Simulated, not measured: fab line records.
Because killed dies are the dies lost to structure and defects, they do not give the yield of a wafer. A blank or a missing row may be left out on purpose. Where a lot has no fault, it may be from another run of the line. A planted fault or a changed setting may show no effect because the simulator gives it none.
fab line records	flow sky130
[record] lots = 12	wafers = 36	last-day = 50
route steps=708 shown VT_ADJUST_LVTN@107 LDD_N@239 LDD_LDN@301 SPACER@305
lots untouched by any fault: they come from a run of this same line in which no faults occurred
start-h: start of the lot's first displayed wafer, in hours after the record's first day	wait-h: how many hours have passed since the lot's step before this one	" as in the row above	L1.1+2: several wafers, shown together as one row	- no value, or no start was given	* or withheld: withheld	< > ~ a bound
route shown NAME@n: names a module that has steps shown in the file, with the first one's number in the route	usual: mean and standard deviation over wafers with no fault	same: alike in all rows	chamber/n: place in a boat	sites: per-site readings	_std_site: the values' standard deviation	_edge_site: mean of outer sites minus mean of inner sites	radius-mm: for every site, how far away it sits from the centre of the wafer	mask NAME#n: copy n	behind: the tool/chamber that last shaped the wafer	hold: the reason the lot was held/the length of the hold in hours/how it ended	device: the n, p or np transistor that did not switch	end of line: the tests these same wafers got at the end of their route	step lacking rows: just its recipe	killed: at the first sort, the dies lost to defects and structure; wafer yield is something else	map: shows each die of a wafer: x if killed, . if not, _ if none is there
set.NAME: the setting as run; set.NAME@STEP: as run at that earlier step	model.NAME: the simulator's own value behind a step, which no gauge read
one table for each step of the route and one row for each wafer, over a sample of lots
services: when a tool's chamber went out of use (start-h, in hours from the record's first day, below 0 if earlier), for how many hours, and the reason
[[steps]]
[step SKY_VT_ADJUST_LVTN_TW_MEAS_10]
[usual] VT_ADJUST_LVTN_TW = 239.7/2.1
lot.wafer	tool	chamber	start-h	wait-h	VT_ADJUST_LVTN_TW
L690.1	film-metro-02	-	144.68	0.1	238.7
L690.3	"	-	"	"	239.2
L690.4	"	-	"	"	238.5
L693.1	film-metro-03	-	161.38	0.1	237.7
L693.4	"	-	"	"	238.3
L693.6	"	-	"	"	237.9
L694.2	film-metro-04	-	167.50	0.1	242.4
L694.4	"	-	"	"	243.7
L694.5	"	-	"	"	242.6
L695.2	film-metro-04	-	175.94	0.1	241.7
L695.4	"	-	"	"	242.3
L695.6	"	-	"	"	242.8
L697.3	film-metro-02	-	189.18	0.1	240.3
L697.4	"	-	"	"	240.2
L697.5	"	-	"	"	240.6
L700.2	film-metro-02	-	204.69	0.1	239.6
L700.3	"	-	"	"	238.3
L700.5	"	-	"	"	238.5
L703.3	film-metro-02	-	234.81	0.1	238.1
L703.4	"	-	"	"	238.5
L703.6	"	-	"	"	238.1
L705.2	film-metro-04	-	243.04	0.1	243.1
L705.3	"	-	"	"	244.5
L705.4	"	-	"	"	242.8
L708.1	film-metro-04	-	262.84	0.1	242.7
L708.4	"	-	"	"	243.1
L708.6	"	-	"	"	244.7
L709.1	film-metro-02	-	271.61	0.1	237.7
L709.3	"	-	"	"	238.1
L709.6	"	-	"	"	238.1
L712.3	film-metro-03	-	288.53	0.1	237.0
L712.4	"	-	"	"	236.9
L712.6	"	-	"	"	236.1
L713.2	film-metro-02	-	297.04	0.1	238.7
L713.3	"	-	"	"	238.1
L713.5	"	-	"	"	238.8
[step SKY_LDD_N_COAT_02]
[recipe] resist = NOVOLAK	spin-rpm = 3000	resist-thk-nm = 300
lot.wafer	tool	chamber	start-h	wait-h
L690.1+3+4	litho-track-04	0	390.08	0.1
L693.1+4+6	litho-track-03	0	416.14	0.1
L694.2+4+5	litho-track-04	0	417.60	0.1
L695.2+4+6	litho-track-04	0	437.90	0.1
L697.3+4+5	litho-track-03	0	466.79	0.1
L700.2+3+5	litho-track-01	0	480.39	0.1
L703.3+4+6	litho-track-04	0	507.83	0.1
L705.2+3+4	litho-track-04	0	520.00	0.1
L708.1+4+6	litho-track-03	0	550.14	0.1
L709.1+3+6	litho-track-03	0	556.59	0.1
L712.3+4+6	litho-track-01	0	576.11	0.1
L713.2+3+5	litho-track-01	0	584.29	0.1
[step SKY_LDD_N_STRIP_16]
[recipe] chemistry = O2/N2	power-w = 1400	pressure-mtorr = 1500	platen-temp-c = withheld	o2-flow-sccm = 3000	n2-flow-sccm = 300	overash-fraction = 0.5
[usual] drypump-motor-current-A = 5.9/0.65	oes-product-au = 0.407/0.0047	strip-time-to-endpoint-s = 4.312/0.014
lot.wafer	tool	chamber	start-h	wait-h	drypump-motor-current-A	oes-product-au	rf-hours-counter-h	strip-time-to-endpoint-s
L690.1	plasma-asher-02	1	406.15	0.1	4.8	0.409	75	4.306
L690.3	"	1	"	"	4.8	0.409	-	4.296
L690.4	"	0	"	"	6.1	0.402	-	4.292
L693.1	plasma-asher-02	0	432.55	0.1	6.1	0.408	78	4.319
L693.4	"	0	"	"	6.1	0.407	-	4.347
L693.6	"	1	"	"	4.7	0.402	-	4.320
L694.2	plasma-asher-02	0	433.80	0.1	6.1	0.406	78	4.303
L694.4	"	0	"	"	6.1	0.399	-	4.339
L694.5	"	1	"	"	4.8	0.404	-	4.315
L695.2	plasma-asher-01	0	455.08	0.1	6.6	0.410	36	4.301
L695.4	"	0	"	"	6.6	0.405	-	4.284
L695.6	"	0	"	"	6.5	0.403	-	4.322
L697.3	plasma-asher-01	0	483.64	0.1	6.5	0.413	-	4.341
L697.4	"	1	"	"	5.0	0.411	-	4.332
L697.5	"	0	"	"	6.5	0.402	-	4.318
L700.2	plasma-asher-02	0	497.05	0.1	6.1	0.391	84	4.342
L700.3	"	0	"	"	6.1	0.407	-	4.331
L700.5	"	1	"	"	4.7	0.413	-	4.343
L703.3	plasma-asher-04	1	524.41	0.1	6.2	0.405	-	4.263
L703.4	"	0	"	"	6.4	0.405	-	4.258
L703.6	"	0	"	"	6.4	0.406	-	4.251
L705.2	plasma-asher-01	0	536.75	0.1	6.6	0.405	43	4.246
L705.3	"	0	"	"	6.5	0.405	-	4.244
L705.4	"	1	"	"	5.1	0.399	-	4.249
L708.1	plasma-asher-01	0	567.11	0.1	6.6	0.414	47	4.323
L708.4	"	1	"	"	5.1	0.400	-	4.299
L708.6	"	0	"	"	6.6	0.407	-	4.321
L709.1	plasma-asher-01	0	572.85	0.1	6.6	0.410	47	4.302
L709.3	"	0	"	"	6.5	0.409	-	4.296
L709.6	"	0	"	"	6.6	0.404	-	4.294
L712.3	plasma-asher-04	0	592.33	0.1	6.4	0.405	-	4.299
L712.4	"	1	"	"	6.2	0.411	-	4.282
L712.6	"	1	"	"	6.2	0.414	-	4.309
L713.2	plasma-asher-04	0	600.51	0.1	6.4	0.398	69	4.292
L713.3	"	1	"	"	6.2	0.409	-	4.308
L713.5	"	0	"	"	6.3	0.406	-	4.304
[step SKY_LDD_LDN_STRIP_12]
[recipe] chemistry = O2/N2	power-w = 1400	pressure-mtorr = 1500	platen-temp-c = withheld	o2-flow-sccm = 3000	n2-flow-sccm = 300	overash-fraction = 0.5
[usual] drypump-motor-current-A = 6.0/0.63	oes-product-au = 0.716/0.0046	strip-time-to-endpoint-s = 14.18/0.046
lot.wafer	tool	chamber	start-h	wait-h	drypump-motor-current-A	oes-product-au	rf-hours-counter-h	strip-time-to-endpoint-s
L690.1	plasma-asher-01	0	527.75	0.1	6.5	0.721	43	14.12
L690.3	"	0	"	"	6.5	0.715	-	14.18
L690.4	"	1	"	"	5.0	0.721	-	14.17
L693.1	plasma-asher-01	0	555.96	0.1	6.6	0.724	45	14.15
L693.4	"	1	"	"	5.1	0.721	-	14.18
L693.6	"	1	"	"	5.1	0.714	-	14.17
L694.2	plasma-asher-04	1	556.24	0.1	6.2	0.715	64	14.14
L694.4	"	0	"	"	6.4	0.718	-	14.14
L694.5	"	0	"	"	6.4	0.710	-	14.17
L695.2	plasma-asher-01	0	578.58	0.1	6.5	0.717	48	14.19
L695.4	"	1	"	"	5.1	0.720	-	14.19
L695.6	"	0	"	"	6.5	0.709	-	14.13
L697.3	plasma-asher-02	1	604.51	0.1	4.8	0.718	-	14.15
L697.4	"	0	"	"	6.1	0.708	-	14.14
L697.5	"	0	"	"	6.1	0.717	-	14.16
L700.2	plasma-asher-04	0	616.66	0.1	6.4	0.720	71	14.20
L700.3	"	0	"	"	6.4	0.715	-	14.20
L700.5	"	1	"	"	6.2	0.715	-	14.22
L703.3	plasma-asher-02	0	643.79	0.1	6.1	0.712	-	14.19
L703.4	"	1	"	"	4.7	0.724	-	14.15
L703.6	"	0	"	"	6.1	0.712	-	14.13
L705.2	plasma-asher-01	0	655.56	0.1	6.6	0.715	55	14.20
L705.3	"	1	"	"	5.1	0.715	-	14.15
L705.4	"	0	"	"	6.6	0.716	-	14.17
L708.1	plasma-asher-04	0	682.63	0.1	6.4	0.715	77	14.18
L708.4	"	1	"	"	6.2	0.709	-	14.18
L708.6	"	0	"	"	6.4	0.715	-	14.14
L709.1	plasma-asher-04	1	690.13	0.1	6.2	0.720	78	14.26
L709.3	"	0	"	"	6.4	0.712	-	14.18
L709.6	"	0	"	"	6.4	0.723	-	14.25
L712.3	plasma-asher-01	0	704.83	0.1	6.5	0.722	-	14.27
L712.4	"	1	"	"	5.0	0.709	-	14.26
L712.6	"	1	"	"	5.0	0.719	-	14.23
L713.2	plasma-asher-04	1	715.51	0.1	6.2	0.715	80	14.23
L713.3	"	1	"	"	6.2	0.717	-	14.20
L713.5	"	0	"	"	6.4	0.716	-	14.19
[step SKY_SPACER_THK_MEAS_01]
[recipe] reads = Si3N4_of_SPACER_CVD_00
[usual] SPACER_CVD_00_THK = 43.2/0.38
lot.wafer	tool	chamber	start-h	wait-h	SPACER_CVD_00_THK[nm]
L690.1	film-metro-04	-	530.34	0.0	43.4
L690.3	"	-	"	"	43.2
L690.4	"	-	"	"	43.3
L693.1	film-metro-01	-	557.38	0.0	42.9
L693.4	"	-	"	"	42.3
L693.6	"	-	"	"	42.9
L694.2	film-metro-01	-	558.59	0.0	43.2
L694.4	"	-	"	"	43.1
L694.5	"	-	"	"	43.0
L695.2	film-metro-03	-	583.58	0.0	43.6
L695.4	"	-	"	"	43.6
L695.6	"	-	"	"	43.4
L697.3	film-metro-03	-	608.45	0.0	43.1
L697.4	"	-	"	"	42.8
L697.5	"	-	"	"	43.3
L700.2	film-metro-03	-	618.09	0.0	43.0
L700.3	"	-	"	"	43.3
L700.5	"	-	"	"	43.0
L703.3	film-metro-01	-	645.20	0.0	43.2
L703.4	"	-	"	"	43.3
L703.6	"	-	"	"	43.4
L705.2	film-metro-04	-	657.42	0.0	42.6
L705.3	"	-	"	"	42.5
L705.4	"	-	"	"	43.0
L708.1	film-metro-04	-	685.01	0.0	43.9
L708.4	"	-	"	"	43.7
L708.6	"	-	"	"	43.8
L709.1	film-metro-01	-	692.95	0.0	43.7
L709.3	"	-	"	"	43.7
L709.6	"	-	"	"	43.7
L712.3	film-metro-04	-	706.23	0.0	42.6
L712.4	"	-	"	"	43.1
L712.6	"	-	"	"	42.5
L713.2	film-metro-03	-	717.95	0.0	43.1
L713.3	"	-	"	"	43.1
L713.5	"	-	"	"	43.0
[[services]]
tool	chamber	start-h	hours	kind
plasma-asher-02	-	431.49	0.4	repair
plasma-asher-02	-	449.20	8.6	repair
plasma-asher-04	-	468.96	1.8	repair
plasma-asher-04	-	472.27	0.7	repair
plasma-asher-01	-	510.23	1.9	repair
plasma-asher-04	-	538.56	1.7	repair
plasma-asher-02	-	571.81	1.7	repair
[[key]]
[first-sign] step = SKY_LDD_N_STRIP_16	reading = strip-time-to-endpoint-s	direction = down	sigmas = 4.3	usual = *	struck = *
effect none on later readings
met-at SKY_LDD_N_COAT_02
struck-lots L703,L705
tester-left-out L703,L705
not-acting-at SKY_VT_ADJUST_LVTN_TW_MEAS_10,SKY_LDD_LDN_STRIP_12,SKY_SPACER_THK_MEAS_01
onset-between 437.90 507.83
[fault] kind = process-parameter-drift	tool = litho-track-04	chamber = -	onset-h = 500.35	steps = SKY_LDD_N_COAT_02	channel = resist-thk-nm	offset = -5.1299	shape = step	end-h = 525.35	acts-in = these-recipes-only	stated = 300
// tester-left-out: of these lots the tester's yield and bins aren't shown, on N5 and GAA mostly nor the transistor test; their killed dies are dies lost to structure and defects alone, not to doping, threshold or leakage, so they don't give the yield
